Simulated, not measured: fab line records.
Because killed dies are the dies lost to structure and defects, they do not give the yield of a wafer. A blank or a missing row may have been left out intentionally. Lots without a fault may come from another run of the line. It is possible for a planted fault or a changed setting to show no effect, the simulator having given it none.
fab line records | flow gf180mcu
record: lots: 7 | wafers: 19 | last_day: 33
route steps=602 shown V1@346 M2@362
lots with no fault: from the same line, run without faults
start_h: start of the lot's first displayed wafer, in hours after the record's first day | wait_h: hours since the lot's step before | " the same as in the row above | L1.1+2: one row covering several wafers at once | - either no value or no given start | * or withheld: withheld | < > ~ a bound
route shown NAME@n: names a module that has steps shown in the file, with the first one's number in the route | usual: mean and standard deviation over wafers with no fault | same: alike in all rows | chamber/n: place in a boat | sites: per-site readings | _std_site: their standard deviation | _edge_site: the outer-site mean with the inner-site mean subtracted | radius_mm: for every site, how far away it sits from the centre of the wafer | mask NAME#n: copy n | behind: the last tool/chamber to shape the wafer | hold: why the lot was held/for how many hours/how that ended | device: transistor that didn't switch, given as n, p or np | end of line: the route-end tests of the same wafers | a step without rows: its recipe alone | killed: not the wafer's yield, but the dies lost to structure and defects at the first sort | map: a wafer's dies, marking killed ones x, the rest . and places with no die _
set.NAME: the setting as run; set.NAME@STEP: as run at that earlier step | model.NAME: the simulator's own value behind a step, which no gauge read
certain route steps with their lots: each step a table, each wafer a row
services: the hour from which a tool's chamber was out of use, counted from the record's first day as start_h (under 0 if before that day), plus the number of hours and why
== steps ==
step: GF_V1_EXPOSE_11
recipe: mask_id: Via1 | target_cd_nm: 260 | na: 0.68 | source_shape: conventional | sigma_outer: 0.6 | dose_mj: 38
step: GF_V1_PEB_12
recipe: peb_temp_c: 135 | peb_time_s: 90 | resist: KrF
step: GF_V1_DEVELOP_13
recipe: develop_time_s: 60 | resist: KrF | dev_temp_c: 21
step: GF_V1_CD_MEAS_14
recipe: target_cd_nm: 260
usual: cd_nm: 260.3/1.1
lot.wafer | tool      | chamber | start_h | wait_h | cd_nm
L663.1    | cd_sem-02 | -       | 445.06  | 0.1    | 262.1
L663.2    | "         | -       | "       | "      | 262.8
L663.3    | "         | -       | "       | "      | 261.0
L665.3    | cd_sem-01 | -       | 466.25  | 0.1    | 260.9
L665.4    | "         | -       | "       | "      | 261.3
L666.1    | cd_sem-02 | -       | 487.26  | 0.1    | 260.1
L666.4    | "         | -       | "       | "      | 261.9
L666.5    | "         | -       | "       | "      | 259.8
L667.3    | cd_sem-01 | -       | 489.90  | 0.1    | 260.1
L667.4    | "         | -       | "       | "      | 258.8
L674.2    | cd_sem-02 | -       | 556.80  | 0.1    | 259.9
L674.5    | "         | -       | "       | "      | 262.1
L674.6    | "         | -       | "       | "      | 263.5
L675.3    | cd_sem-01 | -       | 563.75  | 0.1    | 261.8
L675.4    | "         | -       | "       | "      | 261.6
L675.5    | "         | -       | "       | "      | 260.4
L678.2    | cd_sem-02 | -       | 576.93  | 0.1    | 259.6
L678.5    | "         | -       | "       | "      | 261.0
L678.6    | "         | -       | "       | "      | 260.3
step: GF_V1_OVL_MEAS_15
usual: V1_OVL: -2/5.3
lot.wafer | tool       | chamber | start_h | wait_h | V1_OVL[nm]
L663.1    | overlay-01 | -       | 445.18  | 0.1    | -7
L663.2    | "          | -       | "       | "      | -7
L663.3    | "          | -       | "       | "      | -16
L665.3    | overlay-02 | -       | 466.34  | 0.1    | 1
L665.4    | "          | -       | "       | "      | -4
L666.1    | overlay-02 | -       | 487.38  | 0.1    | 9
L666.4    | "          | -       | "       | "      | -4
L666.5    | "          | -       | "       | "      | 0
L667.3    | overlay-02 | -       | 489.99  | 0.1    | -2
L667.4    | "          | -       | "       | "      | -4
L674.2    | overlay-02 | -       | 556.91  | 0.1    | -9
L674.5    | "          | -       | "       | "      | -2
L674.6    | "          | -       | "       | "      | -3
L675.3    | overlay-01 | -       | 563.84  | 0.1    | -2
L675.4    | "          | -       | "       | "      | -8
L675.5    | "          | -       | "       | "      | 1
L678.2    | overlay-02 | -       | 577.03  | 0.1    | -7
L678.5    | "          | -       | "       | "      | -5
L678.6    | "          | -       | "       | "      | -6
step: GF_V1_ETCH_16
recipe: chemistry: N2/H2 | target_depth_a: withheld | overetch_a: withheld | time_s: withheld | target: BARC | ion_energy_ev: 200 | source_w: 500 | bias_w: 100 | pressure_mtorr: 30 | n2_flow_sccm: 100 | h2_flow_sccm: 200
usual: bias_w: 100.00/0.29 | drypump_motor_current_A: 5.8/0.48 | oes_product_au: 0.856/0.0046 | throttle_valve_pct: 13.224/0.0084
lot.wafer | tool        | chamber | start_h | wait_h | bias_w | drypump_motor_current_A | oes_product_au | throttle_valve_pct
L663.1    | rie_diel-03 | 2       | 445.21  | 0.0    | 100.05 | 5.7                     | 0.861          | 13.223
L663.2    | "           | 0       | "       | "      | 100.17 | 6.4                     | 0.858          | 13.217
L663.3    | "           | 1       | "       | "      | 100.11 | 5.8                     | 0.862          | 13.226
L665.3    | rie_diel-01 | 1       | 466.37  | 0.0    | 99.84  | 5.9                     | 0.851          | 13.232
L665.4    | "           | 2       | "       | "      | 99.84  | 6.0                     | 0.857          | 13.224
L666.1    | rie_diel-01 | 3       | 487.41  | 0.0    | 100.45 | 4.9                     | 0.860          | 13.217
L666.4    | "           | 2       | "       | "      | 99.89  | 6.0                     | 0.859          | 13.219
L666.5    | "           | 1       | "       | "      | 100.42 | 5.9                     | 0.851          | 13.244
L667.3    | rie_diel-01 | 3       | 490.01  | 0.0    | 99.84  | 4.8                     | 0.853          | 13.222
L667.4    | "           | 1       | "       | "      | 100.35 | 5.9                     | 0.857          | 13.230
L674.2    | rie_diel-01 | 1       | 556.94  | 0.0    | 99.96  | 5.9                     | 0.858          | 13.222
L674.5    | "           | 2       | "       | "      | 100.06 | 6.0                     | 0.854          | 13.221
L674.6    | "           | 3       | "       | "      | 100.08 | 4.9                     | 0.863          | 13.226
L675.3    | rie_diel-03 | 0       | 563.87  | 0.0    | 99.67  | 6.4                     | 0.863          | 13.233
L675.4    | "           | 2       | "       | "      | 99.22  | 5.7                     | 0.852          | 13.237
L675.5    | "           | 2       | "       | "      | 100.26 | 5.6                     | 0.861          | 13.222
L678.2    | rie_diel-01 | 1       | 577.06  | 0.0    | 100.15 | 5.9                     | 0.856          | 13.237
L678.5    | "           | 2       | "       | "      | 100.13 | 6.0                     | 0.858          | 13.216
L678.6    | "           | 3       | "       | "      | 99.95  | 4.9                     | 0.858          | 13.213
step: GF_V1_ETCH_17
recipe: chemistry: C4F8/O2/Ar | mask_material: KrF | target: SiO2 | stop_on: TiN | source_w: 1500 | bias_w: 1200 | pressure_mtorr: 40 | c4f8_flow_sccm: withheld | O2_flow_sccm: 6 | Ar_flow_sccm: 300 | time_s: withheld | target_depth_a: 6300
step: GF_V1_STRIP_18
recipe: chemistry: O2/N2 | power_w: 1400 | pressure_mtorr: 1500 | platen_temp_c: 250 | o2_flow_sccm: 3000 | n2_flow_sccm: 300 | overash_fraction: 0.5
usual: drypump_motor_current_A: 5.6/0.41 | heater_power_w: 353/28 | oes_product_au: 0.593/0.0049
lot.wafer | tool            | chamber | start_h | wait_h | drypump_motor_current_A | heater_power_w | oes_product_au | rf_hours_counter_h
L663.1    | plasma_asher-02 | 1       | 445.34  | -      | 4.9                     | 385            | 0.592          | 34
L663.2    | "               | 0       | "       | "      | 6.0                     | 358            | 0.592          | 34
L663.3    | "               | 1       | "       | "      | 4.9                     | 367            | 0.597          | -
L665.3    | plasma_asher-02 | 0       | 466.53  | -      | 6.0                     | 352            | 0.594          | -
L665.4    | "               | 1       | "       | "      | 4.9                     | 381            | 0.598          | -
L666.1    | plasma_asher-01 | 1       | 487.54  | -      | 5.6                     | 320            | 0.597          | 70
L666.4    | "               | 1       | "       | "      | 5.6                     | 321            | 0.595          | -
L666.5    | "               | 1       | "       | "      | 5.6                     | 310            | 0.586          | -
L667.3    | plasma_asher-01 | 1       | 490.18  | -      | 5.6                     | 308            | 0.598          | -
L667.4    | "               | 0       | "       | "      | 5.7                     | 398            | 0.599          | -
L674.2    | plasma_asher-04 | 1       | 557.07  | -      | 6.3                     | 320            | 0.598          | 93
L674.5    | "               | 1       | "       | "      | 6.2                     | 312            | 0.590          | -
L674.6    | "               | 0       | "       | "      | 5.4                     | 350            | 0.603          | -
L675.3    | plasma_asher-02 | 1       | 564.03  | -      | 4.9                     | 368            | 0.600          | -
L675.4    | "               | 0       | "       | "      | 6.0                     | 351            | 0.583          | -
L675.5    | "               | 0       | "       | "      | 6.0                     | 362            | 0.589          | -
L678.2    | plasma_asher-04 | 0       | 577.19  | -      | 5.4                     | 356            | 0.594          | 94
L678.5    | "               | 0       | "       | "      | 5.3                     | 357            | 0.594          | -
L678.6    | "               | 1       | "       | "      | 6.3                     | 315            | 0.598          | -
step: GF_V1_STRIP_19
recipe: chemistry: post_etch_residue_remover | time_s: 1200 | temp_c: 72.5
step: GF_V1_CLEAN_20
recipe: chemistry: DIW | dry: n2_spin
step: GF_V1_SPUTTER_21
recipe: material: Ti | target_thk_nm: 15 | chamber_pressure_pa: 5 | power_w: 2500 | substrate_temp_c: 200 | time_s: 80.02
usual: substrate_temp_c: 200.01/0.15 | throttle_valve_pct: 29.9/1.4
lot.wafer | tool           | chamber | start_h | wait_h | substrate_temp_c | throttle_valve_pct
L663.1    | pvd_sputter-01 | -       | 445.89  | 0.0    | 199.82           | 30.8
L663.2    | "              | -       | "       | "      | 199.87           | 30.9
L663.3    | "              | -       | "       | "      | 200.10           | 28.0
L665.3    | pvd_sputter-03 | -       | 467.03  | 0.0    | 199.81           | 29.6
L665.4    | "              | -       | "       | "      | 199.97           | 29.5
L666.1    | pvd_sputter-03 | -       | 488.08  | 0.0    | 200.03           | 30.7
L666.4    | "              | -       | "       | "      | 200.19           | 29.5
L666.5    | "              | -       | "       | "      | 200.01           | 29.4
L667.3    | pvd_sputter-03 | -       | 490.68  | 0.0    | 199.82           | 31.0
L667.4    | "              | -       | "       | "      | 200.12           | 30.9
L674.2    | pvd_sputter-02 | -       | 557.60  | 0.0    | 199.99           | 28.1
L674.5    | "              | -       | "       | "      | 200.03           | 27.9
L674.6    | "              | -       | "       | "      | 199.97           | 28.4
L675.3    | pvd_sputter-02 | -       | 564.56  | 0.0    | 199.84           | 28.0
L675.4    | "              | -       | "       | "      | 199.75           | 28.3
L675.5    | "              | -       | "       | "      | 200.04           | 32.2
L678.2    | pvd_sputter-03 | -       | 577.76  | 0.0    | 199.91           | 30.9
L678.5    | "              | -       | "       | "      | 199.88           | 30.9
L678.6    | "              | -       | "       | "      | 199.73           | 29.1
step: GF_V1_SPUTTER_22
recipe: material: TiN | target_thk_nm: 10 | chamber_pressure_pa: 5 | power_w: 4000 | time_s: 40
usual: throttle_valve_pct: 29.9/1.4
lot.wafer | tool           | chamber | start_h | wait_h | throttle_valve_pct
L663.1    | pvd_sputter-01 | -       | 445.95  | 0.0    | 30.8
L663.2    | "              | -       | "       | "      | 30.8
L663.3    | "              | -       | "       | "      | 28.0
L665.3    | pvd_sputter-03 | -       | 467.09  | 0.0    | 29.5
L665.4    | "              | -       | "       | "      | 29.6
L666.1    | pvd_sputter-03 | -       | 488.14  | 0.0    | 31.0
L666.4    | "              | -       | "       | "      | 29.8
L666.5    | "              | -       | "       | "      | 29.6
L667.3    | pvd_sputter-03 | -       | 490.74  | 0.0    | 31.1
L667.4    | "              | -       | "       | "      | 31.4
L674.2    | pvd_sputter-02 | -       | 557.66  | 0.0    | 28.0
L674.5    | "              | -       | "       | "      | 27.9
L674.6    | "              | -       | "       | "      | 28.4
L675.3    | pvd_sputter-02 | -       | 564.62  | 0.0    | 28.0
L675.4    | "              | -       | "       | "      | 28.2
L675.5    | "              | -       | "       | "      | 32.1
L678.2    | pvd_sputter-03 | -       | 577.82  | 0.0    | 30.8
L678.5    | "              | -       | "       | "      | 30.7
L678.6    | "              | -       | "       | "      | 29.5
step: GF_V1_CVD_23
recipe: material: W | target_thk_nm: 350 | time_s: 105.05 | temp_c: 400 | pressure_torr: 40
usual: heater_power_outer_w: 532/17 | heater_power_w: 868/29
lot.wafer | tool     | chamber | start_h | wait_h | heater_power_outer_w | heater_power_w | model.W_of_V1_CVD_23.thk_nm
L663.1    | cvd_w-01 | 0       | 445.99  | 0.0    | 510                  | 805            | 348.2
L663.2    | "        | 1       | "       | "      | 536                  | 868            | 347
L663.3    | "        | 0       | "       | "      | 526                  | 804            | 351.1
L665.3    | cvd_w-02 | 0       | 467.17  | 0.1    | 560                  | 869            | 353.8
L665.4    | "        | 1       | "       | "      | 502                  | 865            | 613.5
L666.1    | cvd_w-02 | 1       | 488.18  | 0.0    | 509                  | 901            | 350.1
L666.4    | "        | 1       | "       | "      | 525                  | 886            | 617.6
L666.5    | "        | 1       | "       | "      | 522                  | 866            | 616.4
L667.3    | cvd_w-02 | 0       | 490.81  | 0.1    | 547                  | 874            | 349.3
L667.4    | "        | 1       | "       | "      | 524                  | 847            | 615
L674.2    | cvd_w-02 | 1       | 557.70  | 0.0    | 512                  | 886            | 342.4
L674.5    | "        | 0       | "       | "      | 541                  | 891            | 349.7
L674.6    | "        | 1       | "       | "      | 521                  | 883            | 342.8
L675.3    | cvd_w-02 | 1       | 564.70  | 0.1    | 510                  | 882            | 357.4
L675.4    | "        | 0       | "       | "      | 544                  | 900            | 352.4
L675.5    | "        | 0       | "       | "      | 566                  | 914            | 358.8
L678.2    | cvd_w-02 | 1       | 577.86  | 0.0    | 522                  | 889            | 350.5
L678.5    | "        | 0       | "       | "      | 553                  | 895            | 358.1
L678.6    | "        | 1       | "       | "      | 520                  | 892            | 352.8
step: GF_V1_RS_MEAS_24
recipe: thk_meas_gauge: four-point-probe | reads: W_of_V1_CVD_23+TiN_of_V1_SPUTTER_22+Ti_of_V1_SPUTTER_21
usual: V1_W_RS: 0.326/0.0035
lot.wafer | tool          | chamber | start_h | wait_h | V1_W_RS[ohm/sq]
L663.1    | film_metro-04 | -       | 446.11  | 0.1    | 0.329
L663.2    | "             | -       | "       | "      | 0.330
L663.3    | "             | -       | "       | "      | 0.328
L665.3    | film_metro-03 | -       | 467.28  | 0.1    | 0.325
L665.4    | "             | -       | "       | "      | 0.186
L666.1    | film_metro-04 | -       | 488.29  | 0.1    | 0.328
L666.4    | "             | -       | "       | "      | 0.185
L666.5    | "             | -       | "       | "      | 0.185
L667.3    | film_metro-04 | -       | 490.93  | 0.1    | 0.328
L667.4    | "             | -       | "       | "      | 0.186
L674.2    | film_metro-04 | -       | 557.88  | 0.1    | 0.335
L674.5    | "             | -       | "       | "      | 0.328
L674.6    | "             | -       | "       | "      | 0.335
L675.3    | film_metro-01 | -       | 564.81  | 0.1    | 0.320
L675.4    | "             | -       | "       | "      | 0.325
L675.5    | "             | -       | "       | "      | 0.319
L678.2    | film_metro-03 | -       | 577.99  | 0.1    | 0.326
L678.5    | "             | -       | "       | "      | 0.320
L678.6    | "             | -       | "       | "      | 0.324
step: GF_V1_THK_MEAS_25
recipe: thk_meas_gauge: xrf | reads: W_of_V1_CVD_23
usual: V1_W_THK: 354/4.3
lot.wafer | tool          | chamber | start_h | wait_h | V1_W_THK[nm]
L663.1    | film_metro-04 | -       | 446.23  | 0.1    | 350
L663.2    | "             | -       | "       | "      | 347
L663.3    | "             | -       | "       | "      | 355
L665.3    | film_metro-03 | -       | 467.38  | 0.1    | 351
L665.4    | "             | -       | "       | "      | -
L666.1    | film_metro-04 | -       | 488.41  | 0.1    | 352
L666.4    | "             | -       | "       | "      | -
L666.5    | "             | -       | "       | "      | -
L667.3    | film_metro-04 | -       | 491.03  | 0.1    | 352
L667.4    | "             | -       | "       | "      | -
L674.2    | film_metro-04 | -       | 557.99  | 0.1    | 346
L674.5    | "             | -       | "       | "      | 351
L674.6    | "             | -       | "       | "      | 346
L675.3    | film_metro-01 | -       | 564.91  | 0.1    | 362
L675.4    | "             | -       | "       | "      | 359
L675.5    | "             | -       | "       | "      | 363
L678.2    | film_metro-03 | -       | 578.10  | 0.1    | 352
L678.5    | "             | -       | "       | "      | 358
L678.6    | "             | -       | "       | "      | 356
step: GF_V1_CMP_26
recipe: stop_on: SiO2 | down_force_psi: 3.5 | platen_rpm: 60 | t_overpolish_s: 15 | target_thk_nm: 0 | pad_velocity_m_s: 0.94248
usual: motor_current_A: 11.4/1.4 | time_to_endpoint_s: 86/3.8
lot.wafer | tool   | chamber | start_h | wait_h | motor_current_A | time_to_endpoint_s
L663.1    | cmp-02 | 0       | 446.34  | 0.1    | 13.0            | 85
L663.2    | "      | 1       | "       | "      | 10.2            | 81
L663.3    | "      | 2       | "       | "      | 10.4            | 82
L665.3    | cmp-02 | 2       | 467.47  | 0.1    | 10.8            | 84
L665.4    | "      | 0       | "       | "      | 12.1            | 147
L666.4    | cmp-02 | 2       | 488.52  | 0.1    | 9.8             | 149
L666.1    | "      | 3       | "       | "      | 12.7            | 85
L666.5    | "      | 2       | "       | "      | 10.1            | 148
L667.3    | cmp-01 | 0       | 491.17  | 0.1    | 12.0            | 95
L667.4    | "      | 1       | "       | "      | 11.8            | 151
L674.2    | cmp-01 | 3       | 558.04  | 0.0    | 8.9             | 89
L674.6    | "      | 3       | "       | "      | 8.7             | 90
L674.5    | "      | 0       | "       | "      | 11.9            | 93
L675.4    | cmp-01 | 0       | 564.95  | 0.0    | 12.2            | 91
L675.3    | "      | 2       | "       | "      | 12.9            | 84
L675.5    | "      | 1       | "       | "      | 11.8            | 83
L678.2    | cmp-02 | 0       | 578.30  | 0.2    | 12.3            | 87
L678.6    | "      | 1       | "       | "      | 10.4            | 87
L678.5    | "      | 2       | "       | "      | 9.9             | 89
step: GF_M2_SPUTTER_00
recipe: material: Ti | target_thk_nm: 37.5 | arriving_ion_energy_ev: 80 | substrate_temp_c: 200 | chamber_pressure_pa: 2 | power_w: 4000 | time_s: 150
usual: substrate_temp_c: 200.00/0.17 | throttle_valve_pct: 29.7/1.4
lot.wafer | tool           | chamber | start_h | wait_h | substrate_temp_c | throttle_valve_pct
L663.1    | pvd_sputter-02 | -       | 446.59  | 0.2    | 199.75           | 31.3
L663.2    | "              | -       | "       | "      | 200.02           | 32.0
L663.3    | "              | -       | "       | "      | 199.84           | 27.9
L665.3    | pvd_sputter-02 | -       | 467.72  | 0.2    | 200.14           | 31.1
L665.4    | "              | -       | "       | "      | 200.19           | 32.0
L666.1    | pvd_sputter-01 | -       | 488.77  | 0.1    | 200.13           | 30.8
L666.4    | "              | -       | "       | "      | 199.99           | 29.6
L666.5    | "              | -       | "       | "      | 200.13           | 31.0
L667.3    | pvd_sputter-01 | -       | 491.37  | 0.1    | 200.37           | 28.1
L667.4    | "              | -       | "       | "      | 199.91           | 31.0
L674.2    | pvd_sputter-01 | -       | 558.34  | 0.2    | 199.98           | 30.7
L674.5    | "              | -       | "       | "      | 200.01           | 28.1
L674.6    | "              | -       | "       | "      | 200.14           | 30.6
L675.3    | pvd_sputter-04 | -       | 565.25  | 0.1    | 199.82           | 30.7
L675.4    | "              | -       | "       | "      | 200.07           | 29.2
L675.5    | "              | -       | "       | "      | 200.19           | 30.8
L678.2    | pvd_sputter-02 | -       | 578.45  | 0.1    | 199.90           | 31.8
L678.5    | "              | -       | "       | "      | 199.96           | 27.9
L678.6    | "              | -       | "       | "      | 200.04           | 31.2
== services ==
tool            | chamber | start_h | hours | kind
cvd_w-02        | -       | 422.83  | 1.0   | repair
cmp-02          | -       | 423.44  | 2.5   | repair
pvd_sputter-01  | -       | 430.86  | 0.9   | repair
rie_diel-01     | 3       | 443.05  | 2.8   | repair
rie_diel-01     | 0       | 476.48  | 7.8   | repair
rie_diel-03     | 3       | 486.24  | 12.3  | repair
cvd_w-02        | -       | 491.51  | 4.0   | repair
plasma_asher-02 | -       | 499.16  | 1.6   | repair
rie_diel-03     | 3       | 514.31  | 3.4   | repair
cvd_w-01        | -       | 515.32  | 2.5   | repair
rie_diel-01     | 1       | 516.19  | 6.9   | repair
cmp-02          | -       | 517.45  | 0.4   | repair
rie_diel-01     | -       | 522.36  | 2.8   | pm
cvd_w-02        | 0       | 528.37  | 25.9  | repair
pvd_sputter-04  | -       | 533.78  | 4.7   | repair
pvd_sputter-03  | -       | 535.08  | 6.7   | repair
cmp-02          | -       | 542.16  | 18.5  | repair
pvd_sputter-01  | -       | 543.61  | 4.7   | repair
cmp-02          | -       | 547.39  | 1.8   | repair
pvd_sputter-01  | -       | 548.80  | 3.5   | repair
cmp-02          | -       | 564.85  | 2.3   | repair
plasma_asher-04 | -       | 570.46  | 4.0   | pm
cmp-01          | -       | 572.25  | 4.0   | pm
rie_diel-03     | 1       | 577.85  | 5.1   | repair
== key ==
first_sign: step: GF_V1_RS_MEAS_24 | reading: V1_W_RS | direction: down | sigmas: 40 | usual: 0.326 | struck: 0.185
effect: step: GF_V1_THK_MEAS_25 | reading: V1_W_THK | direction: missing
effect: step: GF_V1_CMP_26 | reading: time_to_endpoint_s | direction: up | sigmas: 17 | usual: * | struck: *
model_effect: step: GF_V1_CVD_23 | value: W_of_V1_CVD_23.thk_nm | without: 349.9 | struck: 615.6
met_at GF_V1_CVD_23
struck_wafers L665.4,L666.4,L666.5,L667.4
fault: kind: process_parameter_drift | tool: cvd_w-02 | chamber: - | onset_h: 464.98 | steps: GF_V1_CVD_23 | channel: target_thk_nm | offset: 267.35 | shape: step | end_h: 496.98 | scope: struck_wafers_only | acts_in: these_recipes_only | stated: 350
